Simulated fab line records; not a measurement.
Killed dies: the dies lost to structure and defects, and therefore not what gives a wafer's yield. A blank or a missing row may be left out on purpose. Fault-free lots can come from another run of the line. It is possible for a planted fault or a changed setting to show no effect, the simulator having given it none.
Matching of chambers | flow sky130 | SKY_VIA1_CMP_02 on cmp-01 has 4 sister chambers
The step polishes SiO2. 4 wafers are shown with their chamber, then 12 later ones without.

WAFERS, EACH WITH ITS CHAMBER
wafer  | chamber | motorCurrentA (A)
L093.6 | 1       | 11.4
L094.1 | 2       | 11.9
L094.5 | 0       | 14.1
L094.6 | 3       | 13.5

WAFERS WHOSE CHAMBER IS MISSING
wafer  | motorCurrentA (A)
L095.1 | 13.1
L095.2 | 14.4
L095.3 | 11.6
L095.4 | 11.3
L095.5 | 12.9
L095.6 | 12.3
L096.2 | 14.6
L096.4 | 11.8
L096.5 | 13.2
L097.1 | 11.3
L097.5 | 12.9
L097.6 | 11.6

EACH ONE'S CHAMBER
wafer  | from the rows above          | in truth
L095.1 | can't be placed: 3 or 0      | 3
L095.2 | can't be placed: 0 or 3      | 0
L095.3 | can't be placed: 1 or 2      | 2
L095.4 | can't be placed: 1 or 2      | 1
L095.5 | can't be placed: 3 or 2 or 0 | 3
L095.6 | can't be placed: 2 or 1      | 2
L096.2 | can't be placed: 0 or 3      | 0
L096.4 | can't be placed: 2 or 1      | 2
L096.5 | can't be placed: 3 or 0      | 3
L097.1 | can't be placed: 1 or 2      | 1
L097.5 | can't be placed: 3 or 2 or 0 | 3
L097.6 | can't be placed: 1 or 2      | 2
Correctly placed: 0 of 12. These rows do not allow placing 12 (true chamber among the candidates in 12). Number placed wrongly: 0.
How it was worked out, from the rows above alone: a wafer's distance from a chamber is the root of the sum, over the readings, of the square of ((its reading less the chamber's mean) divided by the reading's scatter). The wafer belongs to the nearest chamber; if the next one is less than 2 further off, it can't be placed. A chamber's mean is the mean of its shown wafers. The scatter: root of mean squared gap, hidden wafer to nearest shown wafer, with one shown wafer a chamber.
